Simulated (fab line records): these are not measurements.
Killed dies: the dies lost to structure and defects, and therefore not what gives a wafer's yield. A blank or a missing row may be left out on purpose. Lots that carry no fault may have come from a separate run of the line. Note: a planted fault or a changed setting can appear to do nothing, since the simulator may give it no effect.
Which tool is to blame?    flow sky130    11 lots, 33 wafers sampled, at 5 steps of a route of 708

== WHAT THE GAUGES READ, wafer by wafer ==
SKY_VT_ADJUST_HVTP_OVL_MEAS_08. Usual: for VT_ADJUST_HVTP_OVL the level is 0.6 nm and the standard deviation is 1.3.
lot   measured      on          VT_ADJUST_HVTP_OVL (nm)  flag
L963  day 6 05:04   overlay-01  1.4 2.5 2.5              
L964  day 6 09:49   overlay-01  -0.4 0.6 1.1             
L965  day 6 14:31   overlay-01  1.6 1.7 1.2              
L966  day 7 02:17   overlay-01  -0.4 2.0 0.1             
L967  day 7 06:44   overlay-01  1.2 -0.2 -0.4            
L968  day 7 12:44   overlay-02  0.1 -1.1 0.5             
L969  day 7 15:39   overlay-01  1.2 1.2 0.2              
L970  day 8 02:02   overlay-01  1.2 1.0 -0.2             
L971  day 8 04:47   overlay-01  3.3 1.9 4.0              
L972  day 8 09:14   overlay-02  1.1 0.1 -0.4             
L978  day 10 03:46  overlay-01  0.9 2.4 2.3              

SKY_VT_ADJUST_HVTR_CD_MEAS_07: target cd 380 nm. Usual: cd nm 380.6 nm, standard deviation 2.7.
lot   measured      on         cd nm (nm)         flag
L963  day 9 14:41   cd sem-01  377.3 381.5 380.3  
L964  day 9 18:25   cd sem-01  381.7 380.6 381.0  
L965  day 10 01:40  cd sem-01  380.8 378.1 379.9  
L966  day 10 15:28  cd sem-01  379.8 380.8 384.3  
L967  day 10 22:56  cd sem-02  381.1 386.0 384.1  
L968  day 11 04:19  cd sem-01  381.3 380.0 380.7  
L969  day 11 07:05  cd sem-01  381.7 380.3 381.9  
L970  day 11 21:46  cd sem-01  380.4 380.8 381.4  
L971  day 12 04:50  cd sem-02  382.0 381.5 381.9  
L972  day 12 05:08  cd sem-01  377.3 376.5 376.2  
L978  day 14 05:08  cd sem-02  381.6 383.2 381.8  

SKY_SONOS_TUNNEL_CD_MEAS_07: target cd 410 nm. Usual: cd nm 409.4 nm, standard deviation 2.3.
lot   measured      on         cd nm (nm)         flag
L963  day 11 13:50  cd sem-01  407.3 407.3 406.2  
L964  day 11 17:29  cd sem-01  414.1 411.6 413.2  
L965  day 12 00:46  cd sem-01  408.8 410.2 409.5  
L966  day 12 16:01  cd sem-02  410.2 409.6 410.4  
L967  day 13 00:31  cd sem-02  410.4 408.0 412.5  
L968  day 13 05:34  cd sem-01  410.7 408.7 411.5  
L969  day 13 08:52  cd sem-02  407.9 409.2 406.7  
L970  day 14 00:14  cd sem-02  408.7 411.2 408.4  
L971  day 14 08:10  cd sem-01  409.5 409.6 410.0  
L972  day 14 08:35  cd sem-02  411.2 408.3 409.8  
L978  day 16 11:04  cd sem-01  407.3 411.6 408.1  

SKY_SONOS_ONO_THK_MEAS_03. Usual: for SONOS_ONO_CVD_02_THK the level is 10.48 nm and the standard deviation is 0.14.
lot   measured      on             SONOS_ONO_CVD_02_THK (nm)  flag
L963  day 11 17:44  film metro-03  10.34 10.51 10.72          
L964  day 11 20:35  film metro-01  10.35 10.40 10.54          
L965  day 12 06:36  film metro-03  10.67 10.56 10.67          
L966  day 12 20:59  film metro-03  10.61 10.57 10.65          
L967  day 13 05:59  film metro-01  10.44 10.21 10.24          
L968  day 13 10:44  film metro-01  10.47 10.44 10.35          
L969  day 13 14:48  film metro-01  10.60 10.60 10.45          
L970  day 14 06:22  film metro-04  10.50 10.53 10.39          
L971  day 14 13:20  film metro-04  10.45 10.54 10.42          
L972  day 14 13:20  film metro-01  10.36 10.45 10.40          
L978  day 16 21:58  film metro-01  11.61 11.61 11.65          OFF

== TOOL THAT RAN EACH LOT (tool first, then ch and the chambers of the sampled wafers, then the start) ==
lot   SKY_SONOS_ONO_CVD_02
L963  lpcvd-02 ch 1, day 11 16:41
L964  lpcvd-02 ch 1, day 11 19:32
L965  lpcvd-02 ch 0, day 12 05:33
L966  lpcvd-02 ch 0, day 12 19:56
L967  lpcvd-02 ch 1, day 13 04:56
L968  lpcvd-02 ch 1, day 13 09:41
L969  lpcvd-02 ch 0, day 13 13:44
L970  lpcvd-02 ch 0, day 14 05:18
L971  lpcvd-02 ch 1, day 14 12:17
L972  lpcvd-02 ch 1, day 14 12:17
L978  lpcvd-02 ch 1, day 16 20:55
- SKY_SONOS_ONO_CVD_02: deposits Si3N4 from DCS/NH3, target thk 10.5 nm, time 180 s.

== WHAT THE TOOLS THEMSELVES READ (means of the sampled wafers that have a number; where no wafer has one, the mark that the record gives instead) ==
The record holds no such reading with a usual standard deviation.

== THE ANSWER, worked out from the rows above alone ==
Rule: a lot counts as off when the mean over its wafers that have a number is more than 3 standard deviations away from the usual mean. Also off: a lot with no number at a reading for which 4 or more lots have one. Where the step has rows for the other lots, those lots are counted as sound. After the gauges, taken in route order, come the tools' own readings; for these a lot's mean is taken, as printed above. At the first step where some lot is off, the reading lying furthest off is the one used; lots without a number count as furthest.
Off: at SKY_SONOS_ONO_THK_MEAS_03 (SONOS_ONO_CVD_02_THK), L978.
A tool fits if, at a process step before that reading, it ran every lot that is off, and no sound lot after the first of them. The gauges at SKY_SONOS_ONO_THK_MEAS_03 are tried like those tools. Can't be told from this: 2 tools fit, lpcvd-02 at SKY_SONOS_ONO_CVD_02, film metro-01 at SKY_SONOS_ONO_THK_MEAS_03.

== WHAT THE SIMULATOR HAD PUT IN ==
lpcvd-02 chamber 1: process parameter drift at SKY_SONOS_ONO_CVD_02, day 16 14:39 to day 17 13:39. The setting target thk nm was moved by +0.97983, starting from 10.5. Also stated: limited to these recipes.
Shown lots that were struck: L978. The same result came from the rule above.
